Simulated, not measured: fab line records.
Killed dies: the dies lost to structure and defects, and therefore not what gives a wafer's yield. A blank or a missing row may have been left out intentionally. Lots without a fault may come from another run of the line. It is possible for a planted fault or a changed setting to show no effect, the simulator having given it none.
fab line records	flow sky130
record lots=24	wafers=72	lastDay=50
route steps=708 shown METAL1@451 METAL2@484 VIA2@510 METAL3@563 VIA3@586 CAP2M@617
lots that met no fault: from a run of the same line without faults
startH: the number of hours between the record's first day and the start of the first shown wafer of the lot	waitH: time in hours since the lot's previous step	" the same as in the row above	L1.1+2: a row that stands for several wafers	- either no value or no given start	* or withheld: withheld	< > ~ a bound
route shown NAME@n: NAME is a module with steps in the file, n the number in the route of the first one	usual: mean/standard deviation of fault-free wafers	same: alike in all rows	chamber/n: place in a boat	sites: each site's reading	_std_site: their standard deviation	_edge_site: the outer-site mean with the inner-site mean subtracted	radiusMm: for every site, how far away it sits from the centre of the wafer	mask NAME#n: copy n	behind: the tool/chamber that last shaped the wafer	hold: the reason the lot was held/the length of the hold in hours/how it ended	device: the n, p or np transistor that did not switch	end of line: tests run on the same wafers once the route is complete	a step without rows: its recipe alone	killed: not the wafer's yield, but the dies lost to structure and defects at the first sort	map: the dies of a wafer, with x for killed, . for not killed, _ for no die there
set.NAME: the run value of the setting; set.NAME@STEP: its run value at that earlier step	model.NAME: the simulator's own value behind a step, which no gauge read
one table for each step of the route and one row for each wafer, over a sample of lots
services: from which hour (startH, from the record's first day; less than 0 if before it) a tool's chamber was out of use, for how many hours, and why
## steps
# step SKY_METAL1_DESCUM_17
# recipe chemistry=O2	sourcePowerW=150	biasPowerW=0	pressureMtorr=10	tempC=40	timeS=8
# usual drypumpMotorCurrentA=5.9/0.37	oesProductAu=1.000/0.017
# same timeS=8
lot.wafer	tool	chamber	startH	waitH	drypumpMotorCurrentA	oesProductAu	rfHoursCounterH
L074.1	rieMetal-03	0	768.25	0.0	5.6	1.006	6
L074.2	"	1	"	"	6.0	0.996	1
L074.6	"	0	"	"	5.6	1.007	-
L075.1	rieMetal-04	1	777.24	0.0	5.4	0.994	12
L075.2	"	0	"	"	6.3	1.005	11
L075.6	"	1	"	"	5.4	0.984	-
L077.3	rieMetal-04	1	796.10	0.0	5.4	0.995	-
L077.5	"	1	"	"	5.4	0.989	-
L077.6	"	0	"	"	6.3	1.017	-
L076.4	rieMetal-03	0	802.11	0.0	5.6	1.015	-
L076.5	"	1	"	"	6.0	0.984	-
L076.6	"	0	"	"	5.6	1.023	-
L078.1	rieMetal-04	0	808.34	0.0	6.3	1.020	12
L078.4	"	0	"	"	6.3	1.034	-
L078.6	"	0	"	"	6.3	1.015	-
L079.1	rieMetal-01	1	809.55	0.0	6.0	0.999	12
L079.4	"	1	"	"	6.0	0.992	-
L079.6	"	0	"	"	6.0	0.998	-
L080.1	rieMetal-04	0	817.67	0.0	6.4	1.014	12
L080.2	"	1	"	"	5.4	0.993	13
L080.5	"	1	"	"	5.4	0.989	-
L081.2	rieMetal-01	1	827.54	0.0	5.9	0.996	13
L081.4	"	1	"	"	5.9	1.009	-
L081.6	"	0	"	"	5.9	1.012	-
L082.1	rieMetal-01	0	840.45	0.0	5.9	1.005	5
L082.2	"	1	"	"	5.9	0.996	13
L082.5	"	1	"	"	5.9	1.001	-
L083.3	rieMetal-04	1	846.11	0.0	5.4	0.996	-
L083.4	"	0	"	"	6.3	1.002	-
L083.6	"	1	"	"	5.3	0.990	-
L084.4	rieMetal-03	1	853.30	0.0	6.0	0.991	-
L084.5	"	0	"	"	5.6	1.025	-
L084.6	"	1	"	"	6.0	0.984	-
L085.2	rieMetal-04	0	865.35	0.0	6.3	1.018	14
L085.4	"	0	"	"	6.3	1.021	-
L085.6	"	0	"	"	6.3	1.026	-
L086.2	rieMetal-04	1	870.40	0.0	5.4	0.992	15
L086.3	"	1	"	"	5.4	0.981	-
L086.6	"	0	"	"	6.4	1.020	-
L087.1	rieMetal-04	1	875.99	0.0	5.3	0.990	15
L087.4	"	0	"	"	6.3	1.009	-
L087.6	"	1	"	"	5.4	0.981	-
L088.3	rieMetal-03	0	884.15	0.0	5.6	1.006	-
L088.5	"	0	"	"	5.6	1.015	-
L088.6	"	1	"	"	5.9	0.988	-
L089.3	rieMetal-01	1	890.40	0.0	5.9	1.015	-
L089.4	"	0	"	"	5.9	1.003	-
L089.6	"	1	"	"	5.9	1.013	-
L090.2	rieMetal-04	0	899.85	0.0	6.4	1.019	-
L090.4	"	0	"	"	6.3	1.011	-
L090.5	"	0	"	"	6.4	1.012	-
L091.2	rieMetal-04	0	904.60	0.0	6.3	1.010	-
L091.3	"	0	"	"	6.3	1.008	-
L091.5	"	0	"	"	6.3	1.020	-
L092.1	rieMetal-03	0	911.99	0.0	5.6	1.011	12
L092.2	"	1	"	"	6.0	1.003	7
L092.6	"	0	"	"	5.6	1.017	-
L093.3	rieMetal-01	1	914.21	0.0	6.0	1.010	-
L093.4	"	1	"	"	6.0	1.015	-
L093.6	"	1	"	"	5.9	1.004	-
L094.1	rieMetal-01	1	920.14	0.0	5.9	0.997	17
L094.3	"	1	"	"	5.9	0.992	-
L094.6	"	1	"	"	5.9	1.001	-
L095.2	rieMetal-04	1	927.05	0.0	5.4	0.973	1
L095.3	"	1	"	"	5.4	0.978	-
L095.4	"	0	"	"	6.4	1.017	-
L096.1	rieMetal-04	1	932.10	0.0	5.3	0.962	1
L096.2	"	1	"	"	5.4	0.963	-
L096.3	"	1	"	"	5.3	0.970	-
L097.3	rieMetal-04	1	947.52	0.0	5.4	0.968	-
L097.4	"	1	"	"	5.4	0.951	-
L097.5	"	1	"	"	5.4	0.961	-
# step SKY_METAL2_SPUTTER_01
# recipe material=TiN	targetThkNm=20	powerW=6500	timeS=16.7	chamberPressurePa=0.4
# usual throttleValvePct=30.0/1
# same timeS=16.7
lot.wafer	tool	chamber	startH	waitH	throttleValvePct
L074.1	pvdSputter-04	-	796.22	0.0	28.9
L074.2	"	-	"	"	29.7
L074.6	"	-	"	"	29.5
L075.1	pvdSputter-01	-	804.10	0.0	31.5
L075.2	"	-	"	"	28.5
L075.6	"	-	"	"	28.9
L077.3	pvdSputter-04	-	822.93	0.0	28.7
L077.5	"	-	"	"	28.8
L077.6	"	-	"	"	29.7
L076.4	pvdSputter-01	-	828.52	0.0	28.3
L076.5	"	-	"	"	28.9
L076.6	"	-	"	"	31.3
L078.1	pvdSputter-01	-	834.78	0.0	31.2
L078.4	"	-	"	"	28.4
L078.6	"	-	"	"	28.1
L079.1	pvdSputter-02	-	836.28	0.0	31.3
L079.4	"	-	"	"	30.6
L079.6	"	-	"	"	30.2
L080.1	pvdSputter-01	-	846.33	0.0	28.9
L080.2	"	-	"	"	31.7
L080.5	"	-	"	"	31.3
L081.2	pvdSputter-02	-	856.34	0.0	29.7
L081.4	"	-	"	"	30.9
L081.6	"	-	"	"	30.3
L082.1	pvdSputter-04	-	867.12	0.0	28.9
L082.2	"	-	"	"	29.3
L082.5	"	-	"	"	30.1
L083.3	pvdSputter-01	-	874.98	0.0	31.4
L083.4	"	-	"	"	29.1
L083.6	"	-	"	"	28.6
L084.4	pvdSputter-04	-	881.80	0.0	29.9
L084.5	"	-	"	"	29.6
L084.6	"	-	"	"	28.9
L085.2	pvdSputter-02	-	894.49	0.0	29.5
L085.4	"	-	"	"	31.2
L085.6	"	-	"	"	29.4
L086.2	pvdSputter-02	-	898.06	0.0	30.8
L086.3	"	-	"	"	29.5
L086.6	"	-	"	"	29.6
L087.1	pvdSputter-02	-	903.88	0.0	30.1
L087.4	"	-	"	"	31.0
L087.6	"	-	"	"	29.7
L088.3	pvdSputter-04	-	916.50	0.0	29.5
L088.5	"	-	"	"	29.8
L088.6	"	-	"	"	28.8
L089.3	pvdSputter-02	-	918.36	0.0	30.2
L089.4	"	-	"	"	31.4
L089.6	"	-	"	"	29.4
L090.2	pvdSputter-01	-	928.35	0.0	28.7
L090.4	"	-	"	"	31.0
L090.5	"	-	"	"	29.2
L091.2	pvdSputter-01	-	933.18	0.0	31.3
L091.3	"	-	"	"	29.1
L091.5	"	-	"	"	31.4
L092.1	pvdSputter-01	-	943.12	0.0	31.5
L092.2	"	-	"	"	28.6
L092.6	"	-	"	"	31.1
L093.3	pvdSputter-01	-	944.23	0.0	28.3
L093.4	"	-	"	"	29.1
L093.6	"	-	"	"	29.3
L094.1	pvdSputter-02	-	948.56	0.0	30.2
L094.3	"	-	"	"	30.9
L094.6	"	-	"	"	31.2
L095.2	pvdSputter-04	-	954.53	0.0	29.5
L095.3	"	-	"	"	28.7
L095.4	"	-	"	"	30.0
L096.1	pvdSputter-04	-	959.54	0.0	29.1
L096.2	"	-	"	"	29.6
L096.3	"	-	"	"	29.9
L097.3	pvdSputter-02	-	974.68	0.0	31.2
L097.4	"	-	"	"	29.5
L097.5	"	-	"	"	29.3
# step SKY_VIA2_BOW_MEAS_03
# recipe mode=bow
# usual VIA2_BOW=86/7.8
lot.wafer	tool	chamber	startH	waitH	VIA2_BOW[um]
L074.1	filmMetro-02	-	821.65	0.1	91
L074.2	"	-	"	"	100
L074.6	"	-	"	"	100
L075.1	filmMetro-02	-	829.51	0.1	99
L075.2	"	-	"	"	108
L075.6	"	-	"	"	86
L077.3	filmMetro-02	-	849.86	0.3	77
L077.5	"	-	"	"	86
L077.6	"	-	"	"	87
L076.4	filmMetro-02	-	855.95	0.2	91
L076.5	"	-	"	"	82
L076.6	"	-	"	"	67
L078.1	filmMetro-01	-	862.50	0.1	94
L078.4	"	-	"	"	91
L078.6	"	-	"	"	89
L079.1	filmMetro-01	-	864.41	0.1	94
L079.4	"	-	"	"	81
L079.6	"	-	"	"	103
L080.1	filmMetro-02	-	873.35	0.2	72
L080.2	"	-	"	"	78
L080.5	"	-	"	"	75
L081.2	filmMetro-03	-	883.64	0.2	92
L081.4	"	-	"	"	85
L081.6	"	-	"	"	93
L082.1	filmMetro-03	-	893.57	0.2	95
L082.2	"	-	"	"	96
L082.5	"	-	"	"	84
L083.3	filmMetro-02	-	905.23	0.1	97
L083.4	"	-	"	"	92
L083.6	"	-	"	"	94
L084.4	filmMetro-02	-	907.69	0.2	83
L084.5	"	-	"	"	86
L084.6	"	-	"	"	82
L085.2	filmMetro-03	-	921.06	0.2	75
L085.4	"	-	"	"	87
L085.6	"	-	"	"	79
L086.2	filmMetro-03	-	924.30	0.2	84
L086.3	"	-	"	"	86
L086.6	"	-	"	"	85
L087.1	filmMetro-02	-	930.65	0.1	82
L087.4	"	-	"	"	93
L087.6	"	-	"	"	92
L088.3	filmMetro-01	-	943.44	0.2	81
L088.5	"	-	"	"	91
L088.6	"	-	"	"	97
L089.3	filmMetro-01	-	945.52	0.1	93
L089.4	"	-	"	"	89
L089.6	"	-	"	"	103
L090.2	filmMetro-01	-	954.14	0.2	93
L090.4	"	-	"	"	85
L090.5	"	-	"	"	92
L091.2	filmMetro-02	-	959.92	0.1	83
L091.3	"	-	"	"	88
L091.5	"	-	"	"	89
L092.1	filmMetro-02	-	968.76	0.1	73
L092.2	"	-	"	"	76
L092.6	"	-	"	"	71
L093.3	filmMetro-02	-	970.03	0.2	84
L093.4	"	-	"	"	72
L093.6	"	-	"	"	81
L094.1	filmMetro-02	-	974.47	0.1	76
L094.3	"	-	"	"	86
L094.6	"	-	"	"	87
L095.2	filmMetro-02	-	980.33	0.2	89
L095.3	"	-	"	"	87
L095.4	"	-	"	"	82
L096.1	filmMetro-02	-	984.45	0.1	87
L096.2	"	-	"	"	94
L096.3	"	-	"	"	85
L097.3	filmMetro-03	-	1000.30	0.2	88
L097.4	"	-	"	"	76
L097.5	"	-	"	"	88
# step SKY_METAL3_CD_MEAS_13
# recipe targetCdNm=300
# usual cdNm=300.1/1.3
lot.wafer	tool	chamber	startH	waitH	cdNm
L074.1	cdSem-01	-	901.04	-	300.1
L074.2	"	-	"	"	300.1
L074.6	"	-	"	"	300.3
L075.1	cdSem-01	-	908.00	-	299.3
L075.2	"	-	"	"	299.4
L075.6	"	-	"	"	300.3
L077.3	cdSem-01	-	928.09	-	301.9
L077.5	"	-	"	"	301.9
L077.6	"	-	"	"	301.8
L076.4	cdSem-02	-	934.54	-	299.3
L076.5	"	-	"	"	298.9
L076.6	"	-	"	"	299.8
L078.1	cdSem-01	-	940.43	-	299.0
L078.4	"	-	"	"	298.7
L078.6	"	-	"	"	298.7
L079.1	cdSem-02	-	943.24	-	302.9
L079.4	"	-	"	"	300.8
L079.6	"	-	"	"	300.7
L080.1	cdSem-02	-	949.90	-	298.7
L080.2	"	-	"	"	299.3
L080.5	"	-	"	"	299.1
L081.2	cdSem-02	-	959.05	-	300.3
L081.4	"	-	"	"	299.9
L081.6	"	-	"	"	299.1
L082.1	cdSem-02	-	970.03	-	300.2
L082.2	"	-	"	"	299.3
L082.5	"	-	"	"	301.9
L083.3	cdSem-02	-	980.23	-	301.3
L083.4	"	-	"	"	300.9
L083.6	"	-	"	"	301.0
L084.4	cdSem-02	-	984.25	-	298.1
L084.5	"	-	"	"	301.6
L084.6	"	-	"	"	299.9
L085.2	cdSem-02	-	997.51	-	299.8
L085.4	"	-	"	"	298.4
L085.6	"	-	"	"	299.5
L086.2	cdSem-02	-	999.20	-	302.0
L086.3	"	-	"	"	302.3
L086.6	"	-	"	"	302.5
L087.1	cdSem-02	-	1003.65	-	301.0
L087.4	"	-	"	"	301.1
L087.6	"	-	"	"	301.4
L088.3	cdSem-02	-	1016.02	-	299.6
L088.5	"	-	"	"	300.5
L088.6	"	-	"	"	298.3
L089.3	cdSem-01	-	1019.92	-	303.3
L089.4	"	-	"	"	302.0
L089.6	"	-	"	"	301.8
L090.2	cdSem-01	-	1026.65	-	298.9
L090.4	"	-	"	"	298.7
L090.5	"	-	"	"	299.5
L091.2	cdSem-01	-	1031.65	-	299.6
L091.3	"	-	"	"	298.9
L091.5	"	-	"	"	301.1
L092.1	cdSem-02	-	1039.63	-	298.5
L092.2	"	-	"	"	300.6
L092.6	"	-	"	"	300.4
L093.3	cdSem-01	-	1042.24	-	300.2
L093.4	"	-	"	"	300.6
L093.6	"	-	"	"	299.9
L094.1	cdSem-02	-	1045.20	-	298.5
L094.3	"	-	"	"	298.3
L094.6	"	-	"	"	298.4
L095.2	cdSem-02	-	1051.87	-	298.9
L095.3	"	-	"	"	299.4
L095.4	"	-	"	"	299.4
L096.1	cdSem-02	-	1053.54	-	298.3
L096.2	"	-	"	"	298.1
L096.3	"	-	"	"	297.0
L097.3	cdSem-02	-	1070.29	-	299.0
L097.4	"	-	"	"	299.1
L097.5	"	-	"	"	299.2
# step SKY_VIA3_OVL_MEAS_13
# usual VIA3_OVL=-1/5
lot.wafer	tool	chamber	startH	waitH	VIA3_OVL[nm]
L074.1	overlay-02	-	927.52	0.1	8
L074.2	"	-	"	"	10
L074.6	"	-	"	"	6
L075.1	overlay-01	-	934.25	0.1	-5
L075.2	"	-	"	"	-5
L075.6	"	-	"	"	-5
L077.3	overlay-02	-	954.21	0.1	0
L077.5	"	-	"	"	1
L077.6	"	-	"	"	-1
L076.4	overlay-01	-	960.47	0.1	-2
L076.5	"	-	"	"	6
L076.6	"	-	"	"	0
L078.1	overlay-02	-	965.61	0.1	1
L078.4	"	-	"	"	2
L078.6	"	-	"	"	3
L079.1	overlay-01	-	969.45	0.1	-10
L079.4	"	-	"	"	-1
L079.6	"	-	"	"	-7
L080.1	overlay-02	-	975.80	0.1	1
L080.2	"	-	"	"	4
L080.5	"	-	"	"	5
L081.2	overlay-02	-	985.27	0.1	5
L081.4	"	-	"	"	3
L081.6	"	-	"	"	5
L082.1	overlay-01	-	995.35	0.1	11
L082.2	"	-	"	"	3
L082.5	"	-	"	"	9
L083.3	overlay-02	-	1004.98	0.1	0
L083.4	"	-	"	"	-9
L083.6	"	-	"	"	-1
L084.4	overlay-02	-	1012.42	0.1	-12
L084.5	"	-	"	"	-7
L084.6	"	-	"	"	-7
L085.2	overlay-01	-	1022.27	0.1	2
L085.4	"	-	"	"	-4
L085.6	"	-	"	"	-7
L086.2	overlay-02	-	1024.06	0.1	5
L086.3	"	-	"	"	1
L086.6	"	-	"	"	0
L087.1	overlay-01	-	1028.81	0.1	-4
L087.4	"	-	"	"	-5
L087.6	"	-	"	"	-9
L088.3	overlay-01	-	1040.38	0.1	1
L088.5	"	-	"	"	6
L088.6	"	-	"	"	-3
L089.3	overlay-01	-	1044.98	0.1	1
L089.4	"	-	"	"	-11
L089.6	"	-	"	"	-2
L090.2	overlay-02	-	1050.42	0.1	-9
L090.4	"	-	"	"	-7
L090.5	"	-	"	"	-7
L091.2	overlay-01	-	1055.31	0.1	3
L091.3	"	-	"	"	-4
L091.5	"	-	"	"	-6
L092.1	overlay-01	-	1063.46	0.1	-3
L092.2	"	-	"	"	0
L092.6	"	-	"	"	2
L093.3	overlay-02	-	1065.98	0.1	8
L093.4	"	-	"	"	1
L093.6	"	-	"	"	0
L094.1	overlay-02	-	1068.75	0.1	-1
L094.3	"	-	"	"	1
L094.6	"	-	"	"	-8
L095.2	overlay-01	-	1075.88	0.1	3
L095.3	"	-	"	"	-4
L095.4	"	-	"	"	1
L096.1	overlay-01	-	1077.45	0.1	-8
L096.2	"	-	"	"	4
L096.3	"	-	"	"	-4
L097.3	overlay-01	-	1093.13	0.1	-9
L097.4	"	-	"	"	-9
L097.5	"	-	"	"	-5
# step SKY_CAP2M_STRIP_14
# recipe chemistry=O2/N2	powerW=1400	pressureMtorr=1500	platenTempC=withheld	o2FlowSccm=3000	n2FlowSccm=300	overashFraction=0.5
# usual drypumpMotorCurrentA=5.8/0.49	oesProductAu=0.710/0.0047	stripTimeToEndpointS=12.64/0.057
lot.wafer	tool	chamber	startH	waitH	drypumpMotorCurrentA	oesProductAu	rfHoursCounterH	stripTimeToEndpointS
L074.1	plasmaAsher-02	0	953.91	0.1	5.8	0.704	25	12.75
L074.2	"	1	"	"	6.0	0.701	25	12.76
L074.6	"	1	"	"	6.1	0.715	-	12.71
L075.1	plasmaAsher-02	0	960.06	0.1	5.8	0.711	26	12.67
L075.2	"	1	"	"	6.0	0.703	26	12.66
L075.6	"	1	"	"	6.1	0.708	-	12.65
L077.3	plasmaAsher-04	1	979.29	0.1	4.9	0.712	-	12.54
L077.5	"	0	"	"	5.6	0.702	-	12.56
L077.6	"	1	"	"	4.9	0.706	-	12.58
L076.4	plasmaAsher-03	0	985.59	0.1	6.2	0.716	-	12.60
L076.5	"	1	"	"	6.2	0.717	-	12.68
L076.6	"	0	"	"	6.2	0.700	-	12.64
L078.1	plasmaAsher-03	1	991.01	0.1	6.3	0.711	91	12.62
L078.4	"	1	"	"	6.3	0.704	-	12.63
L078.6	"	0	"	"	6.2	0.705	-	12.62
L079.1	plasmaAsher-04	0	994.86	0.1	5.6	0.715	57	12.56
L079.4	"	1	"	"	4.9	0.711	-	12.54
L079.6	"	1	"	"	4.9	0.710	-	12.64
L080.1	plasmaAsher-04	1	1001.51	0.1	4.9	0.712	57	12.72
L080.2	"	0	"	"	5.6	0.715	57	12.63
L080.5	"	0	"	"	5.6	0.706	-	12.65
L081.2	plasmaAsher-04	0	1009.86	0.1	5.6	0.712	58	12.63
L081.4	"	1	"	"	4.9	0.705	-	12.62
L081.6	"	1	"	"	4.9	0.706	-	12.68
L082.1	plasmaAsher-04	0	1020.31	0.1	5.6	0.707	59	12.77
L082.2	"	1	"	"	4.9	0.715	59	12.65
L082.5	"	1	"	"	4.9	0.706	-	12.70
L083.3	plasmaAsher-03	0	1029.83	0.1	6.2	0.714	-	12.54
L083.4	"	1	"	"	6.2	0.721	-	12.55
L083.6	"	0	"	"	6.2	0.713	-	12.59
L084.4	plasmaAsher-03	0	1036.65	0.1	6.2	0.707	-	12.59
L084.5	"	0	"	"	6.2	0.706	-	12.60
L084.6	"	1	"	"	6.2	0.702	-	12.60
L085.2	plasmaAsher-02	1	1046.66	0.1	6.1	0.705	34	12.56
L085.4	"	1	"	"	6.0	0.710	-	12.57
L085.6	"	1	"	"	6.0	0.710	-	12.57
L086.2	plasmaAsher-03	1	1048.26	0.1	6.2	0.714	97	12.64
L086.3	"	0	"	"	6.2	0.708	-	12.54
L086.6	"	1	"	"	6.1	0.705	-	12.67
L087.1	plasmaAsher-02	1	1052.46	0.1	6.0	0.717	35	12.66
L087.4	"	1	"	"	6.0	0.709	-	12.62
L087.6	"	1	"	"	6.0	0.709	-	12.66
L088.3	plasmaAsher-04	0	1064.30	0.1	5.6	0.706	-	12.65
L088.5	"	0	"	"	5.6	0.713	-	12.63
L088.6	"	1	"	"	4.9	0.716	-	12.64
L089.3	plasmaAsher-03	1	1070.09	0.1	6.2	0.714	-	12.67
L089.4	"	0	"	"	6.2	0.702	-	12.72
L089.6	"	1	"	"	6.2	0.711	-	12.70
L090.2	plasmaAsher-03	0	1074.80	0.1	6.2	0.710	100	12.68
L090.4	"	1	"	"	6.2	0.714	-	12.62
L090.5	"	1	"	"	6.2	0.706	-	12.58
L091.2	plasmaAsher-03	1	1079.25	0.1	6.2	0.717	101	12.59
L091.3	"	1	"	"	6.2	0.713	-	12.64
L091.5	"	1	"	"	6.3	0.700	-	12.61
L092.1	plasmaAsher-02	0	1087.35	0.1	5.8	0.714	38	12.66
L092.2	"	1	"	"	6.0	0.719	38	12.62
L092.6	"	1	"	"	6.0	0.713	-	12.64
L093.3	plasmaAsher-04	1	1089.43	0.1	4.9	0.707	-	12.62
L093.4	"	0	"	"	5.6	0.711	-	12.64
L093.6	"	0	"	"	5.6	0.715	-	12.65
L094.1	plasmaAsher-03	0	1092.16	0.1	6.2	0.707	102	12.58
L094.3	"	0	"	"	6.2	0.717	-	12.54
L094.6	"	1	"	"	6.2	0.704	-	12.51
L095.2	plasmaAsher-04	1	1097.41	0.1	4.9	0.703	67	12.57
L095.3	"	0	"	"	5.6	0.717	-	12.61
L095.4	"	1	"	"	4.9	0.719	-	12.68
L096.1	plasmaAsher-02	1	1099.15	0.1	6.0	0.712	40	12.71
L096.2	"	0	"	"	5.8	0.713	40	12.74
L096.3	"	1	"	"	6.1	0.718	-	12.72
L097.3	plasmaAsher-04	1	1115.61	0.1	4.9	0.713	-	12.73
L097.4	"	0	"	"	5.6	0.712	-	12.69
L097.5	"	1	"	"	4.9	0.708	-	12.64
## services
tool	chamber	startH	hours	kind
pvdSputter-02	-	751.51	2.5	repair
pvdSputter-04	-	767.82	3.7	repair
pvdSputter-04	-	771.01	2.0	repair
pvdSputter-01	-	783.51	7.0	repair
rieMetal-01	-	786.64	0.2	repair
pvdSputter-04	-	793.38	1.8	repair
pvdSputter-02	-	793.71	5.4	repair
pvdSputter-02	-	797.55	25.6	repair
plasmaAsher-04	-	854.42	21.9	repair
pvdSputter-02	-	871.33	5.8	repair
pvdSputter-01	-	881.97	18.4	repair
plasmaAsher-03	-	884.50	0.3	repair
rieMetal-01	0	911.02	9.7	repair
pvdSputter-04	-	923.37	1.8	repair
plasmaAsher-03	-	930.92	2.9	repair
plasmaAsher-04	-	949.79	2.9	repair
rieMetal-04	-	969.54	1.4	pm
rieMetal-04	0	972.82	4.8	repair
pvdSputter-04	-	978.23	4.6	repair
pvdSputter-04	-	993.71	3.4	repair
pvdSputter-02	-	998.61	5.5	repair
pvdSputter-04	-	1023.62	2.4	repair
pvdSputter-04	-	1059.55	3.9	repair
pvdSputter-04	-	1061.28	7.2	repair
## key
fault none
